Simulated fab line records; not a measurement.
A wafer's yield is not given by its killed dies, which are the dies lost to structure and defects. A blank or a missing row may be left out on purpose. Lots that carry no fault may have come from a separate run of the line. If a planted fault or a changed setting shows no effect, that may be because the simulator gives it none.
Which of the tools did it? + flow gf180mcu + 42 wafers from 14 lots sampled at 5 of the route's 602 steps

WHAT EACH GAUGE READ, for each wafer
GF_HV_LDD_TW_MEAS_23.
| lot  | measured     | on            | HV_LDD_2_TW    |
|------|--------------|---------------|----------------|
| L781 | day 10 17:33 | film-metro-01 | 1064 1059 1066 |
| L783 | day 11 08:49 | film-metro-01 | 1065 1071 1065 |
| L784 | day 11 17:32 | film-metro-04 | 1050 1049 1046 |
| L785 | day 12 00:43 | film-metro-04 | 1057 1047 1052 |
| L786 | day 12 09:22 | film-metro-04 | 1050 1048 1053 |
| L787 | day 12 18:42 | film-metro-01 | 1065 1069 1062 |
| L788 | day 13 01:31 | film-metro-01 | 1067 1059 1061 |
| L789 | day 13 09:05 | film-metro-04 | 1052 1052 1055 |
| L791 | day 14 01:01 | film-metro-01 | 1070 1064 1063 |
| L794 | day 15 00:05 | film-metro-04 | 1041 1051 1053 |
| L796 | day 15 12:47 | film-metro-04 | 1043 1042 1050 |
| L797 | day 15 22:17 | film-metro-03 | 1051 1053 1053 |
| L800 | day 16 18:05 | film-metro-01 | 1061 1065 1058 |
| L802 | day 17 11:43 | film-metro-03 | 1057 1059 1057 |

GF_HV_LDD_THK_MEAS_57.
| lot  | measured     | on            | HV_LDD_CVD_56_THK (nm) |
|------|--------------|---------------|------------------------|
| L781 | day 12 11:10 | film-metro-04 | 91.6 91.7 92.5         |
| L783 | day 13 03:14 | film-metro-03 | 89.4 90.1 89.9         |
| L784 | day 13 12:16 | film-metro-03 | 89.3 89.4 89.6         |
| L785 | day 13 19:57 | film-metro-01 | 89.6 88.9 89.3         |
| L786 | day 14 06:26 | film-metro-03 | 90.9 90.4 91.2         |
| L787 | day 14 15:29 | film-metro-04 | 89.4 89.9 90.0         |
| L788 | day 15 00:05 | film-metro-03 | 90.0 90.5 89.1         |
| L789 | day 15 06:44 | film-metro-01 | 91.2 91.3 89.8         |
| L791 | day 15 23:16 | film-metro-04 | 90.1 90.0 90.6         |
| L794 | day 16 23:44 | film-metro-01 | 89.0 89.3 89.1         |
| L796 | day 17 14:45 | film-metro-04 | 89.4 90.0 89.6         |
| L797 | day 17 23:19 | film-metro-03 | 91.2 90.0 90.3         |
| L800 | day 18 20:08 | film-metro-03 | 90.1 89.3 89.6         |
| L802 | day 19 15:26 | film-metro-01 | 89.4 89.3 90.4         |

GF_PSD_OVL_MEAS_08.
| lot  | measured     | on         | PSD_OVL (nm)   |
|------|--------------|------------|----------------|
| L781 | day 14 03:50 | overlay-01 | 2.8 4.2 2.3    |
| L783 | day 14 21:21 | overlay-02 | 0.6 2.8 1.7    |
| L784 | day 15 06:35 | overlay-02 | -1.9 -1.2 -1.7 |
| L785 | day 15 14:44 | overlay-02 | 2.6 1.5 0.4    |
| L786 | day 16 01:59 | overlay-01 | 0.5 0.2 1.4    |
| L787 | day 16 11:43 | overlay-02 | 1.2 0.7 1.4    |
| L788 | day 16 20:40 | overlay-02 | -0.4 -0.8 -0.9 |
| L789 | day 17 03:52 | overlay-02 | 0.2 3.2 0.1    |
| L791 | day 17 21:19 | overlay-01 | 0.8 1.8 3.3    |
| L794 | day 18 22:56 | overlay-01 | 0.9 1.1 1.2    |
| L796 | day 19 14:14 | overlay-01 | 0.1 0.8 1.2    |
| L797 | day 20 00:53 | overlay-02 | 1.8 -2.1 1.5   |
| L800 | day 20 21:42 | overlay-01 | 2.3 0.9 0.0    |
| L802 | day 21 15:25 | overlay-01 | 1.8 0.2 1.4    |

GF_SAB_CD_MEAS_09 targets a cd of 420 nm.
| lot  | measured     | on        | cd-nm (nm)        |
|------|--------------|-----------|-------------------|
| L781 | day 15 01:18 | cd-sem-01 | 423.4 420.9 421.6 |
| L783 | day 15 19:07 | cd-sem-01 | 419.0 420.8 420.6 |
| L784 | day 16 05:32 | cd-sem-02 | 421.5 421.3 418.9 |
| L785 | day 16 13:44 | cd-sem-01 | 421.1 420.0 416.6 |
| L786 | day 17 00:28 | cd-sem-01 | 421.6 421.6 420.7 |
| L787 | day 17 11:00 | cd-sem-01 | 423.7 425.3 423.8 |
| L788 | day 17 20:40 | cd-sem-02 | 417.8 418.3 420.0 |
| L789 | day 18 03:53 | cd-sem-02 | 418.6 419.2 418.2 |
| L791 | day 18 21:50 | cd-sem-01 | 419.2 420.1 420.6 |
| L794 | day 19 23:57 | cd-sem-02 | 420.2 419.6 418.2 |
| L796 | day 20 14:59 | cd-sem-01 | 418.9 418.1 264.1 |
| L797 | day 21 01:26 | cd-sem-01 | 420.2 265.7 421.4 |
| L800 | day 21 21:47 | cd-sem-01 | 420.0 421.5 420.8 |
| L802 | day 22 15:13 | cd-sem-01 | 420.5 417.7 420.1 |

EACH LOT AND THE TOOL THAT RAN IT (in order: tool; ch and the chambers of the sampled wafers; start)
| lot  | GF_SAB_EXPOSE_06                    |
|------|-------------------------------------|
| L781 | iline-stepper-01 ch 0, day 14 15:11 |
| L783 | iline-stepper-02 ch 0, day 15 08:25 |
| L784 | iline-stepper-02 ch 0, day 15 18:38 |
| L785 | iline-stepper-01 ch 0, day 16 02:58 |
| L786 | iline-stepper-01 ch 0, day 16 13:28 |
| L787 | iline-stepper-01 ch 0, day 16 23:35 |
| L788 | iline-stepper-02 ch 0, day 17 09:02 |
| L789 | iline-stepper-02 ch 0, day 17 16:17 |
| L791 | iline-stepper-02 ch 0, day 18 09:40 |
| L794 | iline-stepper-02 ch 0, day 19 11:55 |
| L796 | iline-stepper-02 ch 0, day 20 02:49 |
| L797 | iline-stepper-02 ch 0, day 20 13:11 |
| L800 | iline-stepper-01 ch 0, day 21 10:11 |
| L802 | iline-stepper-01 ch 0, day 22 04:19 |
- GF_SAB_EXPOSE_06: exposes mask SAB, target cd 420 nm.

AS READ BY THE TOOLS THEMSELVES (means over the sampled wafers that have a number; for cases with no such wafer, the mark the record gives instead)
The record holds no such reading with a usual standard deviation.

THE ANSWER, worked out from the rows above alone
Rule: the lots themselves supply what counts as usual. The widest of any qualifying gaps counts: lots, ordered by their means at a reading, are off when they make up no more than a third of the lots, leave a main group of 4 or more, and stand apart from it by 3 or more times the standard deviation of that group's means. A main group whose means are all the same, to the digits that the tables above print for the reading, isn't used. Also off: a lot with no number at a reading for which 4 or more lots have one. Any other lot the step has rows for is counted as sound. After the gauges, taken in route order, come the tools' own readings; for these a lot's mean is taken, as printed above. The first step at which some lot is off is used, and at that step the reading that is off furthest; a lot without a number counts as furthest.
Off: L796, L797, at GF_SAB_CD_MEAS_09 (cd-nm). The main group: mean 420.4 nm, standard deviation 1.5.
A tool fits if, at a process step before that reading, it ran every lot that is off, and no sound lot after the first of them. Gauges at GF_SAB_CD_MEAS_09: tried the same way as those tools. One fits: iline-stepper-02 at GF_SAB_EXPOSE_06. A fault onset in the window from L794 (day 19 11:55, its last sound lot) to L796 (day 20 02:49, its first lot off) fits.

WHAT WAS PUT IN BY THE SIMULATOR
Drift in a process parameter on iline-stepper-02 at GF_SAB_EXPOSE_06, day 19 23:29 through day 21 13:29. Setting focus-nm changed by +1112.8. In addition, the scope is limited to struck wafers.
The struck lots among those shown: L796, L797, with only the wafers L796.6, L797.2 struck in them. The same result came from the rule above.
